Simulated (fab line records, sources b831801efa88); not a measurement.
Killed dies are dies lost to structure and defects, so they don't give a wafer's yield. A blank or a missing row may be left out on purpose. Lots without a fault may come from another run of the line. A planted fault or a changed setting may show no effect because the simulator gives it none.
fab line records | flow sky130
record lots=12 wafers=36 last_day=51
route steps=708 shown FIELD_ISO@26 SONOS_TUNNEL@162 GATE_OXIDE@200 RES_PROTECT@212 PAD_OPEN@708
lots that met no fault: from a run of the same line without faults
start_h: hours from the record's first day to the start of the lot's first wafer shown | wait_h: hours since the lot's step before | " the same as in the row above | L1.1+2: a row that stands for several wafers | - no value, or no start given | * or withheld: withheld | < > ~ a bound
route shown NAME@n: a module of which the file shows steps, and the number in the route of the first | usual: mean/standard deviation of fault-free wafers | same: alike in all rows | chamber/n: place in a boat | sites: the reading at each site | _std_site: their standard deviation | _edge_site: outer sites' mean less inner sites' | radius_mm: how far each site lies from the wafer's centre | mask NAME#n: copy n | behind: the tool/chamber that last shaped the wafer | hold: why the lot was held/for how many hours/how that ended | device: the transistor (n, p or np) that didn't switch | end of line: the same wafers' tests at the end of the route | a step without rows: its recipe alone | killed: dies lost to structure and defects at the first sort, not the wafer's yield | map: a wafer's dies, x killed, . not, _ none there
set.NAME: the setting as run; set.NAME@STEP: as run at that earlier step | model.NAME: the simulator's own value behind a step, which no gauge read
steps of the route over a sample of lots; a table a step, a row a wafer
services: from which hour (start_h, from the record's first day; less than 0 if before it) a tool's chamber was out of use, for how many hours, and why
## steps
# step SKY_FIELD_ISO_THK_MEAS_25
# recipe reads=SiO2_of_FIELD_ISO_CVD_24
# usual FIELD_ISO_CVD_24_THK=595/5.7
# columns lot.wafer tool chamber start_h wait_h FIELD_ISO_CVD_24_THK[nm]
L375.1 film_metro-04 - 30.35 0.0 603
L375.2 " - " " 609
L375.4 " - " " 603
L377.3 film_metro-03 - 46.75 0.1 595
L377.4 " - " " 595
L377.6 " - " " 595
L378.1 film_metro-03 - 54.38 0.0 589
L378.4 " - " " 596
L378.5 " - " " 592
L379.2 film_metro-04 - 54.39 0.0 589
L379.3 " - " " 587
L379.5 " - " " 586
L381.1 film_metro-02 - 69.68 0.0 597
L381.4 " - " " 600
L381.6 " - " " 594
L382.1 film_metro-03 - 76.88 0.0 596
L382.2 " - " " 600
L382.5 " - " " 600
L389.1 film_metro-04 - 105.99 0.0 597
L389.2 " - " " 595
L389.6 " - " " 596
L390.1 film_metro-04 - 111.42 0.0 597
L390.4 " - " " 591
L390.6 " - " " 590
L391.3 film_metro-04 - 114.69 0.1 597
L391.4 " - " " 597
L391.5 " - " " 601
L395.1 film_metro-03 - 137.60 0.0 590
L395.3 " - " " 596
L395.4 " - " " 587
L397.1 film_metro-02 - 145.48 0.0 593
L397.3 " - " " 598
L397.5 " - " " 601
L398.2 film_metro-02 - 153.74 0.0 587
L398.5 " - " " 586
L398.6 " - " " 597
# step SKY_SONOS_TUNNEL_OVL_MEAS_08
# usual SONOS_TUNNEL_OVL=0.0/1.6
# columns lot.wafer tool chamber start_h wait_h SONOS_TUNNEL_OVL[nm]
L375.1 overlay-02 - 236.61 0.1 -2.4
L375.2 " - " " -0.6
L375.4 " - " " -2.3
L377.3 overlay-01 - 277.58 0.1 1.2
L377.4 " - " " -0.2
L377.6 " - " " 1.6
L379.2 overlay-01 - 280.91 0.1 2.0
L379.3 " - " " 1.9
L379.5 " - " " 2.6
L378.1 overlay-01 - 281.62 0.1 1.4
L378.4 " - " " 0.9
L378.5 " - " " 0.1
L381.1 overlay-02 - 312.62 0.1 0.3
L381.4 " - " " -1.2
L381.6 " - " " -0.2
L382.1 overlay-01 - 323.45 0.1 0.2
L382.2 " - " " 2.6
L382.5 " - " " 0.6
L389.1 overlay-02 - 363.22 0.1 -1.6
L389.2 " - " " -2.3
L389.6 " - " " -1.3
L390.1 overlay-02 - 369.12 0.1 -3.4
L390.4 " - " " -1.9
L390.6 " - " " -2.3
L391.3 overlay-01 - 372.11 0.1 -0.4
L391.4 " - " " -0.3
L391.5 " - " " -1.6
L395.1 overlay-02 - 410.10 0.1 0.7
L395.3 " - " " 1.1
L395.4 " - " " 0.7
L397.1 overlay-02 - 426.40 0.1 0.6
L397.3 " - " " -0.1
L397.5 " - " " 0.5
L398.2 overlay-01 - 441.66 0.1 -1.1
L398.5 " - " " -0.4
L398.6 " - " " -0.1
# step SKY_GATE_OXIDE_STRIP_13
# recipe chemistry=O2/N2 power_w=1400 pressure_mtorr=1500 platen_temp_c=withheld o2_flow_sccm=3000 n2_flow_sccm=300 overash_fraction=0.5
# usual drypump_motor_current_A=5.7/0.44 oes_product_au=0.715/0.0045 strip_time_to_endpoint_s=14.20/0.045
# columns lot.wafer tool chamber start_h wait_h drypump_motor_current_A oes_product_au rf_hours_counter_h strip_time_to_endpoint_s
L375.1 plasma_asher-04 0 296.97 0.0 6.1 0.720 48 14.20
L375.2 " 1 " " 6.2 0.713 48 14.19
L375.4 " 1 " " 6.2 0.709 - 14.21
L377.3 plasma_asher-04 0 339.35 0.0 6.1 0.714 - 14.17
L377.4 " 1 " " 6.1 0.719 - 14.21
L377.6 " 0 " " 6.1 0.711 - 14.17
L379.2 plasma_asher-02 1 339.89 0.0 5.4 0.718 64 14.24
L379.3 " 1 " " 5.4 0.717 - 14.26
L379.5 " 0 " " 5.1 0.717 - 14.24
L378.1 plasma_asher-02 0 341.32 0.0 5.1 0.713 64 14.26
L378.4 " 1 " " 5.4 0.713 - 14.26
L378.5 " 1 " " 5.4 0.714 - 14.24
L381.1 plasma_asher-04 1 375.35 0.0 6.2 0.709 56 14.18
L381.4 " 1 " " 6.2 0.709 - 14.17
L381.6 " 0 " " 6.1 0.715 - 14.21
L382.1 plasma_asher-02 1 384.67 0.0 5.4 0.719 68 14.17
L382.2 " 0 " " 5.1 0.720 68 14.17
L382.5 " 0 " " 5.1 0.715 - 14.18
L389.1 plasma_asher-04 1 430.03 0.0 6.1 0.721 62 14.21
L389.2 " 0 " " 6.1 0.715 62 14.20
L389.6 " 0 " " 6.1 0.710 - 14.18
L390.1 plasma_asher-04 0 436.28 0.0 6.2 0.716 63 14.23
L390.4 " 0 " " 6.2 0.711 - 14.20
L390.6 " 1 " " 6.2 0.722 - 14.19
L391.3 plasma_asher-03 1 439.88 0.0 5.9 0.715 - 14.18
L391.4 " 0 " " 5.3 0.713 - 14.18
L391.5 " 1 " " 5.9 0.717 - 14.22
L395.1 plasma_asher-04 1 480.35 0.0 6.2 0.716 68 14.21
L395.3 " 0 " " 6.2 0.713 - 14.22
L395.4 " 1 " " 6.1 0.712 - 14.25
L397.1 plasma_asher-02 1 492.82 0.0 5.4 0.714 5 14.23
L397.3 " 0 " " 5.1 0.721 - 14.26
L397.5 " 1 " " 5.4 0.718 - 14.26
L398.2 plasma_asher-03 1 509.27 0.0 6.0 0.720 40 14.17
L398.5 " 0 " " 5.3 0.718 - 14.16
L398.6 " 1 " " 5.9 0.716 - 14.17
# step SKY_RES_PROTECT_DEVELOP_06
# recipe resist=NOVOLAK developer=TMAH develop_time_s=60 dev_temp_c=23
# usual exhaust_pa=45.0/0.91 resist_line_temp_C=23.00/0.099
# columns lot.wafer tool chamber start_h wait_h exhaust_pa resist_line_temp_C
L375.1 litho_track-04 0 325.93 0.1 44.5 23.06
L375.2 " 0 " " 45.5 23.02
L375.4 " 0 " " 45.2 23.12
L377.3 litho_track-01 0 369.43 0.1 46.1 22.92
L377.4 " 0 " " 44.0 22.99
L377.6 " 0 " " 44.8 22.98
L379.2 litho_track-04 0 370.26 0.1 44.4 22.73
L379.3 " 0 " " 45.2 23.02
L379.5 " 0 " " 44.5 22.95
L378.1 litho_track-04 0 374.38 0.1 44.4 22.87
L378.4 " 0 " " 44.8 22.82
L378.5 " 0 " " 44.5 22.96
L381.1 litho_track-03 0 407.66 0.1 44.5 22.94
L381.4 " 0 " " 44.8 22.92
L381.6 " 0 " " 44.5 23.11
L382.1 litho_track-01 0 418.38 0.1 44.4 23.16
L382.2 " 0 " " 44.9 22.96
L382.5 " 0 " " 44.8 23.03
L389.1 litho_track-01 0 478.33 0.1 42.8 23.00
L389.2 " 0 " " 44.1 23.09
L389.6 " 0 " " 43.6 23.01
L390.1 litho_track-01 0 479.28 0.1 43.5 23.08
L390.4 " 0 " " 43.3 22.94
L390.6 " 0 " " 43.5 23.07
L391.3 litho_track-03 0 479.31 0.1 45.0 23.04
L391.4 " 0 " " 45.4 23.24
L391.5 " 0 " " 44.5 23.02
L395.1 litho_track-03 0 514.16 0.1 45.6 23.01
L395.3 " 0 " " 45.7 22.94
L395.4 " 0 " " 47.2 22.84
L397.1 litho_track-03 0 525.66 0.1 46.0 23.02
L397.3 " 0 " " 45.8 23.14
L397.5 " 0 " " 46.0 23.07
L398.2 litho_track-03 0 541.89 0.1 45.1 23.14
L398.5 " 0 " " 44.6 22.96
L398.6 " 0 " " 45.6 22.94
# step SKY_RES_PROTECT_TW_MEAS_08
# usual POLY_GATE_TW=4080/50
# columns lot.wafer tool chamber start_h wait_h POLY_GATE_TW
L375.1 film_metro-01 - 326.33 0.1 4154
L375.2 " - " " 4157
L375.4 " - " " 4179
L377.3 film_metro-03 - 369.80 0.1 4037
L377.4 " - " " 4051
L377.6 " - " " 4050
L379.2 film_metro-03 - 370.64 0.1 4057
L379.3 " - " " 4059
L379.5 " - " " 4085
L378.1 film_metro-01 - 374.78 0.1 4177
L378.4 " - " " 4175
L378.5 " - " " 4168
L381.1 film_metro-04 - 408.06 0.1 4017
L381.4 " - " " 4039
L381.6 " - " " 4011
L382.1 film_metro-01 - 418.78 0.1 4070
L382.2 " - " " 4097
L382.5 " - " " 4106
L389.1 film_metro-01 - 478.73 0.1 31
L389.2 " - " " 31
L389.6 " - " " 31
L390.1 film_metro-03 - 479.68 0.1 30
L390.4 " - " " 30
L390.6 " - " " 30
L391.3 film_metro-01 - 479.68 0.1 4136
L391.4 " - " " 4111
L391.5 " - " " 4137
L395.1 film_metro-01 - 514.56 0.1 4120
L395.3 " - " " 4123
L395.4 " - " " 4108
L397.1 film_metro-01 - 526.06 0.1 4127
L397.3 " - " " 4105
L397.5 " - " " 4125
L398.2 film_metro-03 - 542.27 0.1 4058
L398.5 " - " " 4053
L398.6 " - " " 4056
# step SKY_PAD_OPEN_PROBE_99
# usual killed_at_M0_to_M3=44/7.4 killed_at_M4_up=3.2/2 killed_at_contacts=24/5.1 killed_at_front_end=15/4.8 killed_at_other=0.2/0.46 killed_dies=86/10 killed_on_rim=17/3.6 killed_open=47/7.5 killed_short=39/7
# same gross_dies=492 killed_at_back_side=0
# columns lot.wafer tool chamber start_h wait_h killed_at_M0_to_M3 killed_at_M4_up killed_at_contacts killed_at_front_end killed_at_other killed_dies killed_on_rim killed_open killed_short
L389.1 prober-01 - 1169.21 0.1 38 4 19 18 350 429 96 43 36
L389.2 prober-01 - 1169.26 0.1 55 6 35 12 323 431 96 62 46
L389.6 prober-01 - 1169.46 0.2 41 6 18 15 346 426 96 44 36
L391.3 prober-02 - 1170.81 0.2 42 1 23 8 0 74 21 35 39
L391.4 prober-02 - 1170.86 0.2 44 2 22 16 0 84 18 34 50
L391.5 prober-02 - 1170.91 0.2 51 3 20 12 0 86 17 48 38
L390.1 prober-01 - 1172.58 0.1 41 3 20 21 342 427 96 48 37
L390.4 prober-01 - 1172.73 0.2 53 0 21 21 332 427 96 48 47
L390.6 prober-01 - 1172.83 0.2 41 5 14 11 357 428 95 40 32
L395.1 prober-01 - 1190.17 0.1 37 3 21 13 0 74 20 45 29
L395.3 prober-01 - 1190.27 0.2 52 1 14 11 0 78 8 43 35
L395.4 prober-01 - 1190.32 0.2 52 2 18 12 0 84 18 43 41
L398.2 prober-02 - 1211.88 0.1 58 2 15 14 0 89 17 43 46
L398.5 prober-02 - 1212.03 0.2 53 3 27 12 0 95 20 52 43
L398.6 prober-02 - 1212.08 0.2 41 3 23 11 1 79 12 50 29
# killed by level:class
L389.1 RES_PROTECT:area_develop=350 VIA1:geometric_particle:open=13 VIA3:geometric_particle:open=7 LI_CONTACT:geometric_particle:open=6 CONTACT:geometric_particle:open=6 METAL2:geometric_particle:short=6 FIELD_ISO:geometric_particle:open=5 POLY_GATE:geometric_particle:short=5
L389.2 RES_PROTECT:area_develop=323 VIA1:geometric_particle:open=18 CONTACT:geometric_particle:open=13 LI_CONTACT:geometric_particle:open=10 VIA1:geometric_particle:short=9 VIA3:geometric_particle:open=8 METAL1:geometric_particle:short=7 FIELD_ISO:geometric_particle:open=6
L389.6 RES_PROTECT:area_develop=346 FIELD_ISO:geometric_particle:open=8 CONTACT:geometric_particle:open=7 METAL2:geometric_particle:short=7 METAL1:geometric_particle:short=7 VIA1:geometric_particle:open=5 VIA3:geometric_particle:open=5 VIA2:geometric_particle:open=5
L391.3 CONTACT:geometric_particle:open=9 CONTACT:geometric_particle:short=8 VIA1:geometric_particle:open=8 METAL2:geometric_particle:short=7 VIA2:geometric_particle:open=5 VIA2:geometric_particle:short=5 METAL3:geometric_particle:short=4 FIELD_ISO:geometric_particle:short=3
L391.4 VIA2:geometric_particle:open=9 METAL2:geometric_particle:short=8 LOCAL_INTERCONNECT:geometric_particle:short=7 CONTACT:geometric_particle:short=6 FIELD_ISO:geometric_particle:short=5 METAL1:geometric_particle:short=5 VIA1:geometric_particle:open=5 LI_CONTACT:geometric_particle:open=4
L391.5 VIA1:geometric_particle:open=13 VIA2:geometric_particle:open=7 VIA2:geometric_particle:short=6 CONTACT:geometric_particle:open=6 LI_CONTACT:geometric_particle:short=5 METAL1:geometric_particle:short=5 LI_CONTACT:geometric_particle:open=4 VIA3:geometric_particle:open=4
L390.1 RES_PROTECT:area_develop=342 VIA1:geometric_particle:open=9 LI_CONTACT:geometric_particle:open=8 POLY_GATE:geometric_particle:open=6 FIELD_ISO:geometric_particle:short=5 FIELD_ISO:geometric_particle:open=5 METAL1:geometric_particle:short=5 VIA2:geometric_particle:open=5
L390.4 RES_PROTECT:area_develop=332 VIA1:geometric_particle:open=16 METAL2:geometric_particle:short=7 LI_CONTACT:geometric_particle:open=7 FIELD_ISO:geometric_particle:open=6 VIA3:geometric_particle:open=5 CONTACT:geometric_particle:short=5 METAL1:geometric_particle:short=5
L390.6 RES_PROTECT:area_develop=356 VIA1:geometric_particle:open=10 CONTACT:geometric_particle:open=9 VIA3:geometric_particle:open=7 METAL1:geometric_particle:short=5 VIA2:geometric_particle:open=5 METAL2:geometric_particle:short=4 METAL4:geometric_particle:short=4
L395.1 VIA1:geometric_particle:open=11 LI_CONTACT:geometric_particle:open=7 CONTACT:geometric_particle:open=7 VIA3:geometric_particle:open=5 VIA1:geometric_particle:short=5 CONTACT:geometric_particle:short=4 FIELD_ISO:geometric_particle:open=3 METAL1:geometric_particle:short=3
L395.3 VIA1:geometric_particle:open=11 VIA3:geometric_particle:open=10 VIA1:geometric_particle:short=6 METAL1:geometric_particle:short=5 METAL3:geometric_particle:short=5 CONTACT:geometric_particle:open=5 FIELD_ISO:geometric_particle:open=4 LI_CONTACT:geometric_particle:open=4
L395.4 VIA3:geometric_particle:open=10 METAL1:geometric_particle:short=8 CONTACT:geometric_particle:open=7 VIA1:geometric_particle:short=7 VIA1:geometric_particle:open=6 VIA3:geometric_particle:short=6 LI_CONTACT:geometric_particle:open=5 VIA2:geometric_particle:open=5
L398.2 VIA1:geometric_particle:open=12 METAL1:geometric_particle:short=10 VIA3:geometric_particle:open=9 CONTACT:geometric_particle:open=7 VIA1:geometric_particle:short=7 METAL2:geometric_particle:short=6 CONTACT:geometric_particle:short=4 VIA3:geometric_particle:short=4
L398.5 CONTACT:geometric_particle:open=11 VIA2:geometric_particle:open=11 VIA1:geometric_particle:open=10 VIA1:geometric_particle:short=10 CONTACT:geometric_particle:short=8 METAL2:geometric_particle:short=6 FIELD_ISO:geometric_particle:short=5 FIELD_ISO:geometric_particle:open=5
L398.6 CONTACT:geometric_particle:open=12 VIA2:geometric_particle:open=9 LI_CONTACT:geometric_particle:open=7 VIA1:geometric_particle:open=6 METAL2:geometric_particle:short=5 METAL1:geometric_particle:short=4 FIELD_ISO:geometric_particle:open=3 POLY_GATE:geometric_particle:open=3
## services
# columns tool chamber start_h hours kind
plasma_asher-03 - 279.11 2.8 pm
plasma_asher-02 - 295.69 2.2 repair
litho_track-04 - 314.38 - consumable_replace:filter
plasma_asher-02 - 317.88 5.0 repair
plasma_asher-02 - 357.40 0.4 repair
plasma_asher-02 - 411.99 16.5 repair
plasma_asher-02 - 428.52 9.0 pm
plasma_asher-02 0 428.52 9.0 vent_cycle
plasma_asher-02 1 428.52 9.0 vent_cycle
plasma_asher-02 - 431.02 0.7 repair
plasma_asher-02 0 437.52 - clean
plasma_asher-02 1 437.52 - clean
plasma_asher-02 - 462.08 4.4 repair
plasma_asher-02 - 480.30 1.3 repair
plasma_asher-02 - 484.22 0.6 repair
## key
first_sign step=SKY_RES_PROTECT_TW_MEAS_08 reading=POLY_GATE_TW direction=down sigmas=81 usual=4080 struck=30
effect step=SKY_PAD_OPEN_PROBE_99 reading=killed_at_other direction=up sigmas=99+ usual=0.2 struck=341.7
more_kills_born_at SKY_RES_PROTECT_DEVELOP_06@litho_track-01=2049
met_at SKY_RES_PROTECT_DEVELOP_06
struck_lots L389,L390
later_rows_left_out L389.1,L389.2,L389.6,L390.1,L390.4,L390.6
tester_left_out L389,L390
not_acting_at SKY_FIELD_ISO_THK_MEAS_25,SKY_SONOS_TUNNEL_OVL_MEAS_08,SKY_GATE_OXIDE_STRIP_13
onset_between 418.38 478.33
fault kind=process_parameter_drift tool=litho_track-01 chamber=- onset_h=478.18 steps=SKY_RES_PROTECT_DEVELOP_06 channel=develop_time_s offset=* shape=step end_h=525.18 acts_in=* stated=*
# tester_left_out: of these lots the tester's yield and bins aren't shown, on N5 and GAA mostly nor the transistor test; their killed dies are dies lost to structure and defects alone, not to doping, threshold or leakage, so they don't give the yield
# later_rows_left_out: the simulator's readings of these wafers behind a module that went badly wrong aren't trusted and aren't shown, but for the sort
